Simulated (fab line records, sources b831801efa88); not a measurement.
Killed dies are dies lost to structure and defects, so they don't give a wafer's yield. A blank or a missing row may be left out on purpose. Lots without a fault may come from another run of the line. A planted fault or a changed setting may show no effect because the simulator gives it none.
fab line records | flow sky130
record lots=13 wafers=39 last_day=50
route steps=708 shown CAP2M@607 METAL4@629 VIA4@639 PAD_OPEN@708
lots that met no fault: from a run of the same line without faults
start_h: hours from the record's first day to the start of the lot's first wafer shown | wait_h: hours since the lot's step before | " the same as in the row above | L1.1+2: a row that stands for several wafers | - no value, or no start given | * or withheld: withheld | < > ~ a bound
route shown NAME@n: a module of which the file shows steps, and the number in the route of the first | usual: mean/standard deviation of fault-free wafers | same: alike in all rows | chamber/n: place in a boat | sites: the reading at each site | _std_site: their standard deviation | _edge_site: outer sites' mean less inner sites' | radius_mm: how far each site lies from the wafer's centre | mask NAME#n: copy n | behind: the tool/chamber that last shaped the wafer | hold: why the lot was held/for how many hours/how that ended | device: the transistor (n, p or np) that didn't switch | end of line: the same wafers' tests at the end of the route | a step without rows: its recipe alone | killed: dies lost to structure and defects at the first sort, not the wafer's yield | map: a wafer's dies, x killed, . not, _ none there
set.NAME: the setting as run; set.NAME@STEP: as run at that earlier step | model.NAME: the simulator's own value behind a step, which no gauge read
steps of the route over a sample of lots; a table a step, a row a wafer
services: from which hour (start_h, from the record's first day; less than 0 if before it) a tool's chamber was out of use, for how many hours, and why
## steps
# step SKY_CAP2M_THK_MEAS_04
# recipe thk_meas_gauge=xrf reads=TiN_of_CAP2M_SPUTTER_02
# usual CAP2M_TIN_THK=198.5/2.9
# columns lot.wafer tool chamber start_h wait_h CAP2M_TIN_THK[nm]
L199.2 film_metro-03 - 969.90 0.1 203.2
L199.3 " - " " 200.7
L199.5 " - " " 202.1
L201.2 film_metro-02 - 973.33 0.1 199.8
L201.4 " - " " 200.9
L201.5 " - " " 201.0
L200.2 film_metro-02 - 978.98 0.1 198.3
L200.3 " - " " 193.9
L200.5 " - " " 195.7
L202.3 film_metro-04 - 985.03 0.1 198.7
L202.4 " - " " 197.7
L202.5 " - " " 197.2
L203.3 film_metro-02 - 994.65 0.1 201.2
L203.4 " - " " 202.1
L203.6 " - " " 203.1
L204.2 film_metro-04 - 1000.25 0.1 197.5
L204.3 " - " " 194.0
L204.5 " - " " 198.0
L206.1 film_metro-04 - 1019.57 0.1 198.5
L206.3 " - " " 198.4
L206.5 " - " " 198.3
L211.2 film_metro-03 - 1050.00 0.1 203.1
L211.5 " - " " 197.5
L211.6 " - " " 199.2
L212.1 film_metro-04 - 1052.71 0.1 191.6
L212.4 " - " " 191.7
L212.5 " - " " 199.1
L214.1 film_metro-02 - 1063.99 0.1 202.9
L214.2 " - " " 199.6
L214.4 " - " " 195.1
L216.2 film_metro-02 - 1069.29 0.1 200.7
L216.3 " - " " 199.4
L216.5 " - " " 197.1
L218.1 film_metro-04 - 1087.81 0.1 200.6
L218.5 " - " " 197.0
L218.6 " - " " 200.3
L219.2 film_metro-02 - 1088.12 0.1 194.2
L219.3 " - " " 203.7
L219.4 " - " " 198.8
# step SKY_METAL4_CD_MEAS_13
# recipe target_cd_nm=300
# usual cd_nm=300.1/1.6
# columns lot.wafer tool chamber start_h wait_h cd_nm
L199.2 cd_sem-02 - 1018.30 - 300.3
L199.3 " - " " 300.4
L199.5 " - " " 300.9
L201.2 cd_sem-02 - 1020.85 - 300.7
L201.4 " - " " 298.8
L201.5 " - " " 300.9
L200.2 cd_sem-01 - 1027.95 - 300.8
L200.3 " - " " 299.5
L200.5 " - " " 300.7
L202.3 cd_sem-02 - 1031.37 - 298.7
L202.4 " - " " 299.6
L202.5 " - " " 298.6
L203.3 cd_sem-02 - 1041.82 - 296.2
L203.4 " - " " 297.9
L203.6 " - " " 298.0
L204.2 cd_sem-02 - 1046.72 - 300.5
L204.3 " - " " 300.8
L204.5 " - " " 301.6
L206.1 cd_sem-01 - 1064.65 - 300.9
L206.3 " - " " 301.4
L206.5 " - " " 300.4
L211.2 cd_sem-02 - 1093.30 - 297.6
L211.5 " - " " 299.0
L211.6 " - " " 299.1
L212.1 cd_sem-01 - 1094.78 - 300.6
L212.4 " - " " 301.7
L212.5 " - " " 299.3
L214.1 cd_sem-01 - 1106.00 - 300.2
L214.2 " - " " 301.7
L214.4 " - " " 300.4
L216.2 cd_sem-01 - 1111.75 - 302.7
L216.3 " - " " 302.6
L216.5 " - " " 302.6
L218.1 cd_sem-02 - 1128.88 - 299.8
L218.5 " - " " 299.6
L218.6 " - " " 300.7
L219.2 cd_sem-01 - 1128.92 - 299.7
L219.3 " - " " 298.1
L219.4 " - " " 299.1
# step SKY_METAL4_STRIP_19
# recipe chemistry=O2/N2 power_w=1400 pressure_mtorr=1500 platen_temp_c=withheld o2_flow_sccm=3000 n2_flow_sccm=300 overash_fraction=0.5
# usual drypump_motor_current_A=5.6/0.36 n2_flow_sccm=300.0/0.91 oes_product_au=0.503/0.0072 strip_time_to_endpoint_s=6.54/0.14
# columns lot.wafer tool chamber start_h wait_h drypump_motor_current_A n2_flow_sccm oes_product_au rf_hours_counter_h strip_time_to_endpoint_s
L199.2 plasma_asher-03 0 1018.76 0.1 5.1 298.8 0.509 127 6.64
L199.3 " 0 " " 5.1 299.2 0.515 - 6.75
L199.5 " 1 " " 6.0 301.0 0.503 - 6.68
L201.2 plasma_asher-02 0 1021.31 0.1 5.6 301.5 0.506 50 6.57
L201.4 " 1 " " 5.8 297.3 0.499 - 6.54
L201.5 " 0 " " 5.6 300.1 0.506 - 6.61
L200.2 plasma_asher-03 0 1028.41 0.1 5.0 300.0 0.512 128 6.73
L200.3 " 1 " " 6.0 300.1 0.508 - 6.73
L200.5 " 1 " " 6.0 300.2 0.514 - 6.71
L202.3 plasma_asher-04 0 1031.85 0.1 6.0 300.5 0.498 - 6.52
L202.4 " 1 " " 5.7 300.4 0.508 - 6.44
L202.5 " 0 " " 6.0 300.7 0.507 - 6.49
L203.3 plasma_asher-02 0 1042.30 0.1 5.6 298.9 0.513 - 6.67
L203.4 " 1 " " 5.8 300.5 0.501 - 6.56
L203.6 " 1 " " 5.8 300.9 0.495 - 6.55
L204.2 plasma_asher-02 0 1047.36 0.2 5.6 301.7 0.504 53 6.52
L204.3 " 1 " " 5.8 300.2 0.504 - 6.57
L204.5 " 0 " " 5.6 300.7 0.505 - 6.59
L206.1 plasma_asher-03 0 1065.13 0.1 5.1 300.8 0.500 0 6.55
L206.3 " 1 " " 6.0 299.1 0.508 - 6.71
L206.5 " 0 " " 5.0 300.2 0.513 - 6.57
L211.2 plasma_asher-04 1 1093.77 0.1 5.7 298.9 0.491 93 6.47
L211.5 " 0 " " 6.0 299.2 0.499 - 6.46
L211.6 " 1 " " 5.7 300.0 0.503 - 6.59
L212.1 plasma_asher-03 0 1095.31 0.1 5.0 299.8 0.509 3 6.83
L212.4 " 0 " " 5.0 301.2 0.516 - 6.82
L212.5 " 0 " " 5.0 299.5 0.522 - 6.86
L214.1 plasma_asher-02 1 1106.58 0.2 5.8 300.7 0.493 59 6.35
L214.2 " 0 " " 5.6 298.5 0.498 59 6.32
L214.4 " 0 " " 5.6 298.5 0.498 - 6.35
L216.2 plasma_asher-04 0 1112.21 0.1 5.9 301.0 0.497 95 6.58
L216.3 " 0 " " 6.0 300.1 0.500 - 6.59
L216.5 " 0 " " 6.0 299.0 0.513 - 6.69
L218.1 plasma_asher-02 0 1129.36 0.1 5.6 300.7 0.491 61 6.24
L218.5 " 0 " " 5.6 300.8 0.495 - 6.31
L218.6 " 1 " " 5.7 300.4 0.497 - 6.40
L219.2 plasma_asher-04 1 1129.38 0.1 5.7 300.6 0.500 97 6.43
L219.3 " 0 " " 6.0 300.1 0.504 - 6.58
L219.4 " 1 " " 5.7 301.9 0.501 - 6.44
# step SKY_VIA4_HDPCVD_00
# recipe material=SiO2 target_thk_nm=1750 sigma_open_frac=0.3 time_s=291.7 temp_c=400 sih4_flow_sccm=60 pressure_mtorr=6
# usual pressure_mtorr=6.000/0.012 run_length_s=319.6/0.59 time_s=291.7/0
# columns lot.wafer tool chamber start_h wait_h pressure_mtorr run_length_s time_s
L199.2 hdpcvd-02 0 1019.38 0.0 5.988 319.9 291.7
L199.3 " 2 " " 6.000 319.6 291.7
L199.5 " 0 " " 5.995 320.3 291.7
L201.2 hdpcvd-02 1 1021.95 0.0 5.965 319.2 291.7
L201.4 " 1 " " 6.011 319.4 291.7
L201.5 " 2 " " 5.998 319.4 291.7
L200.2 hdpcvd-01 0 1029.02 0.0 5.997 320.3 291.7
L200.3 " 1 " " 5.985 318.8 291.7
L200.5 " 1 " " 5.991 319.5 291.7
L202.3 hdpcvd-02 2 1032.42 0.0 6.004 319.1 291.7
L202.4 " 0 " " 5.998 320.0 291.7
L202.5 " 2 " " 5.997 319.3 291.7
L203.3 hdpcvd-02 2 1042.86 0.0 6.020 319.7 291.7
L203.4 " 2 " " 6.010 318.9 291.7
L203.6 " 0 " " 6.014 320.5 291.7
L204.2 hdpcvd-01 0 1047.99 0.0 5.995 320.5 291.7
L204.3 " 2 " " 5.999 319.5 291.7
L204.5 " 0 " " 5.970 321.0 291.7
L206.1 hdpcvd-02 0 1065.72 0.0 6.008 320.2 291.7
L206.3 " 2 " " 6.028 319.4 291.7
L206.5 " 2 " " 6.010 319.4 291.7
L211.2 hdpcvd-02 2 1094.36 0.0 5.992 319.5 291.7
L211.5 " 0 " " 5.994 320.0 291.7
L211.6 " 2 " " 5.991 319.4 291.7
L212.1 hdpcvd-01 0 1095.90 0.0 5.978 320.2 291.7
L212.4 " 0 " " 5.980 320.3 291.7
L212.5 " 1 " " 6.006 319.5 291.7
L214.1 hdpcvd-01 2 1107.17 0.0 - - -
L214.2 " 0 " " - - -
L214.4 " 0 " " - - -
L216.2 hdpcvd-02 2 1112.85 0.0 - - -
L216.3 " 1 " " - - -
L216.5 " 0 " " - - -
L218.1 hdpcvd-01 0 1129.95 0.0 5.998 320.5 291.7
L218.5 " 1 " " 5.992 318.9 291.7
L218.6 " 2 " " 6.009 319.6 291.7
L219.2 hdpcvd-01 1 1130.40 0.0 6.003 319.2 291.7
L219.3 " 0 " " 6.003 320.6 291.7
L219.4 " 0 " " 6.009 320.5 291.7
# step SKY_PAD_OPEN_PROBE_99
# usual defect_limited_yield=82.4/1.9 killed_at_M0_to_M3=43/7.5 killed_at_M4_up=3.2/1.9 killed_at_contacts=24/4.9 killed_at_front_end=15/4.3 killed_at_other=0.4/0.72 killed_dies=86/9.1 killed_on_rim=17/3.8 killed_open=47/6.5 killed_short=39/6.5 sort_bin_3_pad_short=0.9/0.43 sort_bin_5_function=10.4/1.3 sort_bin_6_memory=6.3/1.2 sort_n_pass=406/9.1 sort_yield_pct=82.4/1.9
# same gross_dies=492 killed_at_back_side=0 sort_bin_4_leakage[%]=0 sort_bin_8_speed[%]=0
# columns lot.wafer tool chamber start_h wait_h defect_limited_yield[%] killed_at_M0_to_M3 killed_at_M4_up killed_at_contacts killed_at_front_end killed_at_other killed_dies killed_on_rim killed_open killed_short sort_bin_3_pad_short[%] sort_bin_5_function[%] sort_bin_6_memory[%] sort_n_pass sort_yield_pct[%]
L199.2 prober-01 - 1113.16 0.1 82.3 38 4 30 15 0 87 16 48 39 0.4 9.3 7.9 405 82.3
L199.3 prober-01 - 1113.21 0.2 79.9 41 3 27 28 0 99 16 52 47 1.4 12.0 6.7 393 79.9
L199.5 prober-01 - 1113.31 0.2 83.5 42 4 18 17 0 81 18 47 33 1.0 9.6 5.9 411 83.5
L201.2 prober-02 - 1113.90 0.1 85.0 43 3 18 10 0 74 13 44 30 0.6 9.8 4.7 418 85.0
L201.4 prober-02 - 1114.00 0.2 78.9 44 5 33 19 3 104 23 62 41 1.0 13.0 7.1 388 78.9
L201.5 prober-02 - 1114.05 0.2 81.3 50 2 30 10 0 92 17 47 45 0.8 12.0 5.9 400 81.3
L200.2 prober-01 - 1119.30 0.1 83.1 39 0 25 19 0 83 17 41 39 0.6 9.8 6.5 409 83.1
L200.3 prober-01 - 1119.35 0.2 84.1 31 7 25 14 1 78 17 45 31 0.6 9.1 6.1 414 84.1
L200.5 prober-01 - 1119.45 0.2 84.6 37 2 26 10 1 76 12 42 32 1.0 7.7 6.7 416 84.6
L202.3 prober-02 - 1123.52 0.2 83.1 36 0 27 17 3 83 18 49 34 0.8 10.0 6.1 409 83.1
L202.4 prober-02 - 1123.57 0.2 82.1 49 3 23 13 0 88 16 44 44 1.0 9.8 7.1 404 82.1
L202.5 prober-02 - 1123.62 0.2 81.7 38 6 31 15 0 90 16 47 43 1.0 12.0 5.3 402 81.7
L203.3 prober-01 - 1132.51 0.2 80.1 45 2 27 24 0 98 17 46 51 1.4 12.8 5.7 394 80.1
L203.4 prober-01 - 1132.56 0.2 78.7 52 5 21 26 1 105 22 49 54 1.8 12.0 7.5 387 78.7
L203.6 prober-01 - 1132.66 0.2 82.3 44 1 21 20 1 87 14 44 42 1.0 10.0 6.7 405 82.3
L204.2 prober-02 - 1136.43 0.1 85.4 28 2 24 18 0 72 11 32 40 0.2 9.8 4.7 420 85.4
L204.3 prober-02 - 1136.48 0.2 82.7 36 3 36 10 0 85 24 45 40 1.2 9.1 6.9 407 82.7
L204.5 prober-02 - 1136.58 0.2 84.6 37 2 25 12 0 76 17 40 36 1.4 10.4 3.7 416 84.6
L206.1 prober-02 - 1150.99 0.1 81.9 47 2 24 15 1 89 18 56 33 0.2 12.2 5.7 403 81.9
L206.3 prober-02 - 1151.09 0.2 84.6 40 5 20 10 1 76 13 43 33 0.8 9.1 5.5 416 84.6
L206.5 prober-02 - 1151.19 0.2 84.1 45 2 22 9 0 78 16 50 28 0.6 10.6 4.7 414 84.1
L211.2 prober-02 - 1174.72 0.1 82.9 45 3 19 17 0 84 15 55 29 0.2 11.0 5.9 408 82.9
L211.5 prober-02 - 1174.87 0.2 85.0 37 4 16 17 0 74 15 39 34 1.0 8.5 5.5 418 85.0
L211.6 prober-02 - 1174.92 0.2 84.1 46 1 18 13 0 78 15 40 38 0.4 10.6 4.9 414 84.1
L212.1 prober-02 - 1176.30 0.1 80.3 47 1 30 19 0 97 21 50 47 0.8 12.6 6.3 395 80.3
L212.4 prober-02 - 1176.45 0.2 84.1 30 1 25 22 0 78 17 39 39 1.0 9.3 5.5 414 84.1
L212.5 prober-02 - 1176.50 0.2 84.3 40 0 20 17 0 77 16 42 35 0.2 11.2 4.3 415 84.3
L218.1 prober-02 - 1206.39 0.1 81.1 44 3 33 12 1 93 17 57 34 0 12.2 6.7 399 81.1
L218.5 prober-02 - 1206.59 0.2 85.2 32 4 20 14 3 73 13 35 36 0.8 8.7 5.3 419 85.2
L218.6 prober-02 - 1206.64 0.2 85.0 33 5 20 16 0 74 18 35 39 1.0 7.1 6.9 418 85.0
L219.2 prober-01 - 1207.95 0.1 81.9 43 1 26 17 2 89 18 44 45 1.2 10.8 6.1 403 81.9
L219.3 prober-01 - 1208.00 0.2 80.1 58 2 25 13 0 98 22 56 42 0.6 13.6 5.7 394 80.1
L219.4 prober-01 - 1208.05 0.2 82.3 46 1 33 7 0 87 12 49 37 1.4 8.7 7.5 405 82.3
# killed by level:class
L199.2 LI_CONTACT:geometric_particle:open=9 CONTACT:geometric_particle:open=9 LOCAL_INTERCONNECT:geometric_particle:short=8 VIA2:geometric_particle:open=8 FIELD_ISO:geometric_particle:open=6 VIA1:geometric_particle:open=5 METAL2:geometric_particle:short=5 VIA3:geometric_particle:open=5
L199.3 METAL2:geometric_particle:short=11 CONTACT:geometric_particle:open=10 VIA1:geometric_particle:open=7 FIELD_ISO:geometric_particle:open=6 POLY_GATE:geometric_particle:open=6 VIA1:geometric_particle:short=5 LI_CONTACT:geometric_particle:open=5 VIA2:geometric_particle:open=5
L199.5 VIA1:geometric_particle:open=14 VIA2:geometric_particle:open=7 VIA3:geometric_particle:open=6 POLY_GATE:geometric_particle:short=5 CONTACT:geometric_particle:open=5 FIELD_ISO:geometric_particle:short=4 LI_CONTACT:geometric_particle:open=4 LOCAL_INTERCONNECT:geometric_particle:short=3
L201.2 VIA1:geometric_particle:open=12 CONTACT:geometric_particle:open=7 VIA2:geometric_particle:open=7 LOCAL_INTERCONNECT:geometric_particle:short=5 METAL1:geometric_particle:short=5 POLY_GATE:geometric_particle:open=4 VIA1:geometric_particle:short=4 METAL2:geometric_particle:short=4
L201.4 CONTACT:geometric_particle:open=19 VIA3:geometric_particle:open=11 VIA1:geometric_particle:open=10 FIELD_ISO:geometric_particle:short=7 VIA2:geometric_particle:open=6 LI_CONTACT:geometric_particle:open=5 CONTACT:geometric_particle:short=5 METAL1:geometric_particle:short=5
L201.5 VIA1:geometric_particle:open=12 CONTACT:geometric_particle:open=10 VIA2:geometric_particle:open=8 LI_CONTACT:geometric_particle:open=7 CONTACT:geometric_particle:short=7 METAL2:geometric_particle:short=6 VIA2:geometric_particle:short=5 VIA3:geometric_particle:open=5
L200.2 CONTACT:geometric_particle:open=10 VIA1:geometric_particle:open=9 VIA2:geometric_particle:open=7 POLY_GATE:geometric_particle:short=5 LI_CONTACT:geometric_particle:open=5 METAL2:geometric_particle:short=5 FIELD_ISO:geometric_particle:short=4 POLY_GATE:geometric_particle:open=4
L200.3 VIA1:geometric_particle:open=8 CONTACT:geometric_particle:open=7 POLY_GATE:geometric_particle:open=6 LI_CONTACT:geometric_particle:open=6 VIA2:geometric_particle:open=5 LOCAL_INTERCONNECT:geometric_particle:short=5 METAL2:geometric_particle:short=4 CONTACT:geometric_particle:short=4
L200.5 VIA1:geometric_particle:open=9 LI_CONTACT:geometric_particle:open=8 CONTACT:geometric_particle:open=7 VIA2:geometric_particle:open=7 METAL3:geometric_particle:short=7 CONTACT:geometric_particle:short=6 FIELD_ISO:geometric_particle:open=3 FIELD_ISO:geometric_particle:short=3
L202.3 VIA3:geometric_particle:open=10 CONTACT:geometric_particle:open=10 VIA1:geometric_particle:open=7 VIA1:geometric_particle:short=7 LI_CONTACT:geometric_particle:open=6 FIELD_ISO:geometric_particle:short=5 METAL2:geometric_particle:short=5 LOCAL_INTERCONNECT:geometric_particle:open=4
L202.4 VIA3:geometric_particle:open=11 CONTACT:geometric_particle:short=7 VIA2:geometric_particle:open=6 METAL2:geometric_particle:short=5 VIA1:geometric_particle:short=5 LI_CONTACT:geometric_particle:open=5 CONTACT:geometric_particle:open=5 METAL1:geometric_particle:short=5
L202.5 CONTACT:geometric_particle:open=12 VIA1:geometric_particle:open=11 VIA2:geometric_particle:open=7 LI_CONTACT:geometric_particle:short=6 FIELD_ISO:geometric_particle:short=5 POLY_GATE:geometric_particle:short=5 LI_CONTACT:geometric_particle:open=5 CONTACT:geometric_particle:short=5
L203.3 VIA1:geometric_particle:open=13 FIELD_ISO:geometric_particle:short=12 LI_CONTACT:geometric_particle:open=7 METAL2:geometric_particle:short=6 LOCAL_INTERCONNECT:geometric_particle:short=6 METAL3:geometric_particle:short=6 VIA3:geometric_particle:open=6 CONTACT:geometric_particle:short=5
L203.4 VIA1:geometric_particle:open=13 METAL2:geometric_particle:short=12 METAL1:geometric_particle:short=9 FIELD_ISO:geometric_particle:open=8 LI_CONTACT:geometric_particle:open=7 CONTACT:geometric_particle:open=5 VIA2:geometric_particle:open=5 VIA3:geometric_particle:open=5
L203.6 VIA1:geometric_particle:open=10 FIELD_ISO:geometric_particle:short=8 CONTACT:geometric_particle:open=7 LI_CONTACT:geometric_particle:open=7 METAL1:geometric_particle:short=7 VIA1:geometric_particle:short=6 CONTACT:geometric_particle:short=5 VIA2:geometric_particle:open=5
L204.2 METAL2:geometric_particle:short=7 LI_CONTACT:geometric_particle:open=7 VIA1:geometric_particle:open=7 FIELD_ISO:geometric_particle:open=6 CONTACT:geometric_particle:open=6 FIELD_ISO:geometric_particle:short=5 CONTACT:geometric_particle:short=5 POLY_GATE:geometric_particle:short=4
L204.3 CONTACT:geometric_particle:open=15 VIA1:geometric_particle:open=8 VIA1:geometric_particle:short=7 LI_CONTACT:geometric_particle:open=6 LOCAL_INTERCONNECT:geometric_particle:short=6 LI_CONTACT:geometric_particle:short=4 CONTACT:geometric_particle:short=4 METAL1:geometric_particle:short=4
L204.5 CONTACT:geometric_particle:open=15 VIA1:geometric_particle:open=9 METAL1:geometric_particle:short=7 METAL2:geometric_particle:short=7 LI_CONTACT:geometric_particle:open=4 VIA2:geometric_particle:open=4 VIA1:geometric_particle:short=4 FIELD_ISO:geometric_particle:open=3
L206.1 VIA1:geometric_particle:open=12 LI_CONTACT:geometric_particle:open=10 CONTACT:geometric_particle:open=8 VIA3:geometric_particle:open=7 VIA1:geometric_particle:short=6 VIA2:geometric_particle:open=6 METAL2:geometric_particle:short=5 FIELD_ISO:geometric_particle:open=4
L206.3 VIA1:geometric_particle:open=10 VIA3:geometric_particle:open=6 VIA2:geometric_particle:open=6 POLY_GATE:geometric_particle:open=5 LI_CONTACT:geometric_particle:open=5 CONTACT:geometric_particle:open=5 CONTACT:geometric_particle:short=4 VIA3:geometric_particle:short=4
L206.5 VIA1:geometric_particle:open=19 CONTACT:geometric_particle:open=8 VIA2:geometric_particle:open=8 LI_CONTACT:geometric_particle:open=7 FIELD_ISO:geometric_particle:short=5 METAL2:geometric_particle:short=4 VIA1:geometric_particle:short=4 LOCAL_INTERCONNECT:geometric_particle:short=3
L211.2 VIA1:geometric_particle:open=16 LI_CONTACT:geometric_particle:open=8 VIA3:geometric_particle:open=7 CONTACT:geometric_particle:open=6 POLY_GATE:geometric_particle:short=4 METAL1:geometric_particle:short=4 FIELD_ISO:geometric_particle:short=3 FIELD_ISO:geometric_particle:open=3
L211.5 VIA1:geometric_particle:open=8 LI_CONTACT:geometric_particle:open=7 METAL1:geometric_particle:short=5 VIA2:geometric_particle:open=5 VIA3:geometric_particle:open=5 FIELD_ISO:geometric_particle:open=4 FIELD_ISO:geometric_particle:short=4 METAL2:geometric_particle:short=4
L211.6 VIA1:geometric_particle:open=13 CONTACT:geometric_particle:open=7 VIA3:geometric_particle:open=7 FIELD_ISO:geometric_particle:short=6 VIA1:geometric_particle:short=6 LI_CONTACT:geometric_particle:open=5 CONTACT:geometric_particle:short=5 METAL2:geometric_particle:short=5
L212.1 VIA1:geometric_particle:open=11 LI_CONTACT:geometric_particle:open=9 CONTACT:geometric_particle:open=9 METAL2:geometric_particle:short=8 FIELD_ISO:geometric_particle:short=5 LI_CONTACT:geometric_particle:short=5 VIA3:geometric_particle:open=5 VIA3:geometric_particle:short=5
L212.4 VIA1:geometric_particle:open=10 CONTACT:geometric_particle:open=9 FIELD_ISO:geometric_particle:short=8 CONTACT:geometric_particle:short=5 METAL2:geometric_particle:short=5 SPACER:geometric_particle:short=4 LI_CONTACT:geometric_particle:short=4 LI_CONTACT:geometric_particle:open=4
L212.5 VIA1:geometric_particle:open=12 CONTACT:geometric_particle:open=7 CONTACT:geometric_particle:short=6 FIELD_ISO:geometric_particle:short=5 METAL2:geometric_particle:short=5 VIA2:geometric_particle:open=5 LI_CONTACT:geometric_particle:open=4 VIA1:geometric_particle:short=4
L218.1 CONTACT:geometric_particle:open=17 VIA1:geometric_particle:open=12 LI_CONTACT:geometric_particle:open=6 POLY_GATE:geometric_particle:open=5 LOCAL_INTERCONNECT:geometric_particle:short=5 VIA1:geometric_particle:short=5 VIA3:geometric_particle:open=5 VIA2:geometric_particle:open=5
L218.5 CONTACT:geometric_particle:open=10 VIA1:geometric_particle:open=7 POLY_GATE:geometric_particle:short=6 VIA3:geometric_particle:open=6 METAL2:geometric_particle:short=5 CONTACT:geometric_particle:short=4 METAL1:geometric_particle:short=4 POLY_GATE:geometric_particle:open=3
L218.6 CONTACT:geometric_particle:open=10 FIELD_ISO:geometric_particle:open=8 METAL1:geometric_particle:short=7 CONTACT:geometric_particle:short=6 VIA3:geometric_particle:open=5 METAL4:geometric_particle:short=5 VIA1:geometric_particle:open=4 VIA2:geometric_particle:short=4
L219.2 FIELD_ISO:geometric_particle:short=10 CONTACT:geometric_particle:open=10 METAL1:geometric_particle:short=9 VIA1:geometric_particle:open=9 CONTACT:geometric_particle:short=8 METAL2:geometric_particle:short=6 LI_CONTACT:geometric_particle:open=5 VIA3:geometric_particle:open=4
L219.3 VIA1:geometric_particle:open=13 CONTACT:geometric_particle:open=13 METAL1:geometric_particle:short=10 VIA3:geometric_particle:open=9 VIA1:geometric_particle:short=7 FIELD_ISO:geometric_particle:short=5 LI_CONTACT:geometric_particle:open=5 LI_CONTACT:geometric_particle:short=4
L219.4 LI_CONTACT:geometric_particle:open=14 VIA1:geometric_particle:open=13 METAL2:geometric_particle:short=9 VIA2:geometric_particle:open=8 LOCAL_INTERCONNECT:geometric_particle:short=6 LI_CONTACT:geometric_particle:short=5 CONTACT:geometric_particle:open=5 METAL1:geometric_particle:short=4
## services
# columns tool chamber start_h hours kind
hdpcvd-02 - 1013.16 6.0 pm
plasma_asher-04 - 1036.06 6.7 pm
plasma_asher-03 - 1055.34 9.0 pm
plasma_asher-03 0 1055.34 9.0 vent_cycle
plasma_asher-03 1 1055.34 9.0 vent_cycle
plasma_asher-03 0 1064.34 - clean
plasma_asher-03 1 1064.34 - clean
hdpcvd-01 1 1107.77 4.4 repair
## key
first_sign step=SKY_VIA4_HDPCVD_00 reading=tool_record direction=missing
effect none on later readings
met_at SKY_VIA4_HDPCVD_00
struck_lots L214,L216
scrapped_behind SKY_VIA4_THK_MEAS_01 L214.1,L214.2,L214.4,L216.2,L216.3,L216.5
not_acting_at SKY_CAP2M_THK_MEAS_04,SKY_METAL4_CD_MEAS_13,SKY_METAL4_STRIP_19
onset_between 1095.90 1107.17
fault kind=skipped_step_whole tool=hdpcvd-01,hdpcvd-02 chamber=- onset_h=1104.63 steps=SKY_VIA4_HDPCVD_00 scope=struck_lots_only
